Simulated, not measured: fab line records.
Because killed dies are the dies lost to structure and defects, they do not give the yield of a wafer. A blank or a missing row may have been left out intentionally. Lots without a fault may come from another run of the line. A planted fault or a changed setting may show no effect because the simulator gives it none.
Commonality check across tools / flow sky130 / Lots sampled 13, wafers sampled 45

THE REASON FOR OPENING IT
Of 13 lots, 2 have the reading LDD_HVN_TW flagged at SKY_LDD_HVN_TW_MEAS_10. Fault-free wafers read 1433, with a standard deviation of 14.
Rule: a lot is flagged in two cases, either no wafer of it has a number, or all its wafers with numbers fall more than 4 standard deviations from that mean. All remaining lots are regarded as sound.

lot=L857; measured=day 20 07:31; on=film metro-02; LDD_HVN_TW, wafer by wafer=1429 1437 1445; flag=
lot=L858; measured=day 20 17:19; on=film metro-04; LDD_HVN_TW, wafer by wafer=1416 1433 1424; flag=
lot=L859; measured=day 20 21:13; on=film metro-04; LDD_HVN_TW, wafer by wafer=1433 1421 1432; flag=
lot=L861; measured=day 22 01:08; on=film metro-01; LDD_HVN_TW, wafer by wafer=1449 1436 1447; flag=
lot=L862; measured=day 22 04:04; on=film metro-04; LDD_HVN_TW, wafer by wafer=1425 1422 1415; flag=
lot=L866; measured=day 23 15:31; on=film metro-04; LDD_HVN_TW, wafer by wafer=1422 1417 1415; flag=
lot=L867; measured=day 24 06:14; on=film metro-04; LDD_HVN_TW, wafer by wafer=1421 1429 1418; flag=
lot=L868; measured=day 24 21:58; on=film metro-04; LDD_HVN_TW, wafer by wafer=1416 1420 1425; flag=
lot=L871; measured=day 25 15:38; on=film metro-01; LDD_HVN_TW, wafer by wafer=1448 1436 1455; flag=
lot=L873; measured=day 26 15:38; on=film metro-01; LDD_HVN_TW, wafer by wafer=1448 1443 1439; flag=
lot=L876; measured=day 27 04:39; on=film metro-01; LDD_HVN_TW, wafer by wafer=1367 1366 1366 1370 1371 1372; flag=FLAGGED
lot=L880; measured=day 28 16:35; on=film metro-04; LDD_HVN_TW, wafer by wafer=1421 1419 1413; flag=
lot=L879; measured=day 28 17:47; on=film metro-04; LDD_HVN_TW, wafer by wafer=1348 1345 1340 1340 1339 1342; flag=FLAGGED
Average over the flagged lots: 1356; offset from the usual -78, equal to -6 standard deviations.

TOOL THAT RAN EACH LOT
The record holds 1 process step before the reading, out of a route of 708 steps. Cell contents, in order: the tool; ch with the chambers the sampled wafers went through; the start.
lot=L857; flag=; SKY_LDD_HVN_IMPLANT_08=implanter-04 ch 0, day 20 07:16
lot=L858; flag=; SKY_LDD_HVN_IMPLANT_08=implanter-04 ch 0, day 20 17:05
lot=L859; flag=; SKY_LDD_HVN_IMPLANT_08=implanter-04 ch 0, day 20 21:00
lot=L861; flag=; SKY_LDD_HVN_IMPLANT_08=implanter-03 ch 0, day 22 00:53
lot=L862; flag=; SKY_LDD_HVN_IMPLANT_08=implanter-03 ch 0, day 22 03:49
lot=L866; flag=; SKY_LDD_HVN_IMPLANT_08=implanter-04 ch 0, day 23 15:16
lot=L867; flag=; SKY_LDD_HVN_IMPLANT_08=implanter-03 ch 0, day 24 06:01
lot=L868; flag=; SKY_LDD_HVN_IMPLANT_08=implanter-01 ch 0, day 24 21:45
lot=L871; flag=; SKY_LDD_HVN_IMPLANT_08=implanter-01 ch 0, day 25 15:23
lot=L873; flag=; SKY_LDD_HVN_IMPLANT_08=implanter-01 ch 0, day 26 15:23
lot=L876; flag=FLAGGED; SKY_LDD_HVN_IMPLANT_08=implanter-03 ch 0, day 27 04:24
lot=L880; flag=; SKY_LDD_HVN_IMPLANT_08=implanter-04 ch 0, day 28 16:20
lot=L879; flag=FLAGGED; SKY_LDD_HVN_IMPLANT_08=implanter-03 ch 0, day 28 17:32
What the steps here do:
- SKY_LDD_HVN_IMPLANT_08
- SKY_LDD_HVN_TW_MEAS_10

FLAGGED OVER TOTAL, TOOL BY TOOL (the gauges that took the reading come last)
step=SKY_LDD_HVN_IMPLANT_08; tool=implanter-01; lots run=3; flagged=0; share of the flagged lots=none; sound lots run after its first flagged lot=-
step=SKY_LDD_HVN_IMPLANT_08; tool=implanter-03; lots run=5; flagged=2; share of the flagged lots=all; sound lots run after its first flagged lot=0
step=SKY_LDD_HVN_IMPLANT_08; tool=implanter-04; lots run=5; flagged=0; share of the flagged lots=none; sound lots run after its first flagged lot=-
step=SKY_LDD_HVN_TW_MEAS_10; tool=film metro-01; lots run=4; flagged=1; share of the flagged lots=some; sound lots run after its first flagged lot=0
step=SKY_LDD_HVN_TW_MEAS_10; tool=film metro-02; lots run=1; flagged=0; share of the flagged lots=none; sound lots run after its first flagged lot=-
step=SKY_LDD_HVN_TW_MEAS_10; tool=film metro-04; lots run=8; flagged=1; share of the flagged lots=some; sound lots run after its first flagged lot=0

THE TABLE: WHAT IT ALLOWS
1 row of the table ran every flagged lot: implanter-03 at SKY_LDD_HVN_IMPLANT_08.
- implanter-03 at SKY_LDD_HVN_IMPLANT_08: 2 of its 5 lots flagged. A fault beginning between L867 (day 24 06:01), its last sound lot, and L876 (day 27 04:24), its first flagged one, fits the data. Its own readings lie more than 4 standard deviations out on every wafer of the flagged lots: beam energy keV.
One tool is left: implanter-03 at SKY_LDD_HVN_IMPLANT_08.

WHAT THE SIMULATOR PUT IN
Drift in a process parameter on implanter-03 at SKY_LDD_HVN_IMPLANT_08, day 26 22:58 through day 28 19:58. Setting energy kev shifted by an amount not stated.
Lots struck among those shown: L876, L879. The same result came from the rule above.
